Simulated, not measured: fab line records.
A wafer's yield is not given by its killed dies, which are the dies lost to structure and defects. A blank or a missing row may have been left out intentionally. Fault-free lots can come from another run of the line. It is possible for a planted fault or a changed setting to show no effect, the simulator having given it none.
The tool behind it: which one? ; flow sky130 ; 14 lots, 42 wafers sampled, at 5 steps of a route of 708

## WHAT THE GAUGES SHOWED, per wafer
SKY_RES_PROTECT_TW_MEAS_08.
lot;measured;on;POLY_GATE_TW
L980;day 15 15:34;film-metro-02;4087 4067 4089
L983;day 15 22:06;film-metro-02;4084 4098 4098
L985;day 16 16:50;film-metro-02;4068 4049 4062
L986;day 17 06:25;film-metro-03;4050 4074 4071
L988;day 18 08:28;film-metro-03;4050 4042 4053
L991;day 19 10:23;film-metro-04;4030 4031 4039
L992;day 19 16:14;film-metro-03;4055 4043 4055
L993;day 20 05:05;film-metro-03;4051 4042 4026
L995;day 20 11:19;film-metro-02;4035 4054 4020
L997;day 21 05:35;film-metro-02;4057 4053 4063
L998;day 21 15:06;film-metro-04;4034 4023 4027
L101;day 22 08:34;film-metro-03;4070 4080 4060
L102;day 23 02:05;film-metro-02;4074 4068 4111
L103;day 23 06:52;film-metro-03;4053 4065 4048

SKY_LDD_HVP_TW_MEAS_10.
lot;measured;on;LDD_HVP_TW
L980;day 22 04:19;film-metro-03;458.4 458.2 462.6
L983;day 22 11:59;film-metro-04;456.9 458.5 461.3
L985;day 23 05:59;film-metro-02;462.1 460.7 463.1
L986;day 23 19:25;film-metro-03;460.9 461.8 458.0
L988;day 24 22:47;film-metro-02;459.3 461.1 460.0
L991;day 26 00:41;film-metro-03;455.6 455.1 454.2
L992;day 26 06:23;film-metro-03;459.4 456.7 456.0
L993;day 26 18:37;film-metro-02;458.1 457.1 458.2
L995;day 27 01:23;film-metro-03;458.6 458.9 456.8
L997;day 27 17:56;film-metro-04;455.8 458.1 455.8
L998;day 28 01:53;film-metro-04;456.0 454.6 456.5
L101;day 28 19:23;film-metro-03;458.1 458.8 457.0
L102;day 29 11:59;film-metro-04;455.2 454.8 456.9
L103;day 29 16:20;film-metro-04;455.1 456.6 453.5

SKY_LDD_LDN_TW_MEAS_13.
lot;measured;on;LDD_LDN_TW
L980;day 23 10:51;film-metro-03;1487 1493 1484
L983;day 23 18:08;film-metro-04;1472 1472 1472
L985;day 24 13:38;film-metro-03;1490 1492 1479
L986;day 25 02:47;film-metro-01;1473 1466 1474
L988;day 26 05:16;film-metro-01;1472 1473 1472
L991;day 27 05:58;film-metro-01;1484 1483 1481
L992;day 27 11:14;film-metro-01;1359 1359 1352 1357 1355 1361
L993;day 28 00:18;film-metro-04;1350 1361 1357 1365 1361 1358
L995;day 28 07:41;film-metro-04;1484 1483 1484
L997;day 29 00:07;film-metro-01;1463 1477 1476
L998;day 29 07:41;film-metro-03;1489 1494 1488
L101;day 30 00:41;film-metro-03;1478 1487 1495
L102;day 30 16:56;film-metro-03;1479 1485 1489
L103;day 30 21:20;film-metro-03;1481 1492 1483

## WHAT TOOL EACH LOT RAN ON (gives the tool, then ch and the chambers of the sampled wafers, and finally the start)
lot;SKY_LDD_HVN_STRIP_09;SKY_LDD_LDN_IMPLANT_11
L980;plasma-asher-03 ch 0,1, day 20 21:30;implanter-02 ch 0, day 23 10:38
L983;plasma-asher-02 ch 0,1, day 21 06:08;implanter-01 ch 0, day 23 17:53
L985;plasma-asher-02 ch 0, day 22 00:04;implanter-03 ch 0, day 24 13:23
L986;plasma-asher-03 ch 0,1, day 22 13:18;implanter-03 ch 0, day 25 02:32
L988;plasma-asher-02 ch 0,1, day 23 16:07;implanter-02 ch 0, day 26 05:03
L991;plasma-asher-03 ch 0,1, day 24 18:02;implanter-02 ch 0, day 27 05:43
L992;plasma-asher-02 ch 0,1, day 24 23:56;implanter-01, day 27 10:59
L993;plasma-asher-01 ch 0,1, day 25 12:58;implanter-01, day 28 00:05
L995;plasma-asher-03 ch 0,1, day 25 19:37;implanter-01 ch 0, day 28 07:27
L997;plasma-asher-01 ch 0,1, day 26 11:48;implanter-02 ch 0, day 28 23:52
L998;plasma-asher-01 ch 1, day 26 20:07;implanter-03 ch 0, day 29 07:27
L101;plasma-asher-01 ch 0,1, day 27 13:19;implanter-02 ch 0, day 30 00:26
L102;plasma-asher-02 ch 0,1, day 28 05:27;implanter-01 ch 0, day 30 16:41
L103;plasma-asher-03 ch 0,1, day 28 11:12;implanter-03 ch 0, day 30 21:05
- SKY_LDD_HVN_STRIP_09: strips in O2/N2.
- SKY_LDD_LDN_IMPLANT_11

## WHAT THE TOOLS THEMSELVES READ (means of the sampled wafers that have a number; where no wafer has one, the mark that the record gives instead)
SKY_LDD_HVN_STRIP_09.
lot;tool;drypump-motor-current-A (A);oes-product-au (a.u.);strip-time-to-endpoint-s (s)
L980;plasma-asher-03;5.2;0.412;4.130
L983;plasma-asher-02;6.0;0.407;4.139
L985;plasma-asher-02;6.1;0.405;4.130
L986;plasma-asher-03;5.2;0.407;4.124
L988;plasma-asher-02;6.0;0.408;4.139
L991;plasma-asher-03;5.2;0.407;4.140
L992;plasma-asher-02;6.0;0.409;4.127
L993;plasma-asher-01;5.5;0.409;4.135
L995;plasma-asher-03;5.2;0.407;4.132
L997;plasma-asher-01;5.1;0.407;4.132
L998;plasma-asher-01;4.8;0.404;4.129
L101;plasma-asher-01;5.1;0.409;4.131
L102;plasma-asher-02;5.9;0.405;4.149
L103;plasma-asher-03;5.2;0.406;4.130

SKY_LDD_LDN_IMPLANT_11.
lot;tool;beam-energy-keV;beam-on-s (s)
L980;implanter-02;15.007;10.07
L983;implanter-01;14.997;10.00
L985;implanter-03;15.003;9.77
L986;implanter-03;14.995;9.96
L988;implanter-02;14.999;9.99
L991;implanter-02;14.995;9.85
L992;implanter-01;-;-
L993;implanter-01;-;-
L995;implanter-01;14.999;10.14
L997;implanter-02;15.000;9.94
L998;implanter-03;15.000;9.95
L101;implanter-02;15.000;10.04
L102;implanter-01;14.997;10.13
L103;implanter-03;15.003;9.93

## THE ANSWER, worked out from the rows above alone
Rule: what is usual is taken from the lots themselves. Put in order of their means at a reading, lots are off if they are a third of the lots or fewer, leave a main group of 4 or more, and stand apart from it by a gap of 3 or more times the standard deviation of the main group's means; of several such gaps the widest counts. If all means in a main group match to the digits the tables above print for the reading, that group is not used. A lot without any number at a reading at which 4 lots or more have one is off too. The other lots that the step has rows for count as sound. First the gauges in route order, then the tools' own readings, where a lot's mean is used as printed above. At the first step where some lot is off, the reading lying furthest off is the one used; lots without a number count as furthest.
Off: L992, L993, seen at SKY_LDD_LDN_TW_MEAS_13 (LDD_LDN_TW). Mean 1481 and standard deviation 7 in the main group.
If a tool, at a process step before that reading, ran all the lots that are off and no sound lot after the first of them, it fits. Not tried: the gauges at SKY_LDD_LDN_TW_MEAS_13; whatever is off there is also off at SKY_LDD_LDN_IMPLANT_11, on other tools, and gauge error can't account for it. Of those tried, none fits.

## WHAT THE SIMULATOR HAD PUT IN
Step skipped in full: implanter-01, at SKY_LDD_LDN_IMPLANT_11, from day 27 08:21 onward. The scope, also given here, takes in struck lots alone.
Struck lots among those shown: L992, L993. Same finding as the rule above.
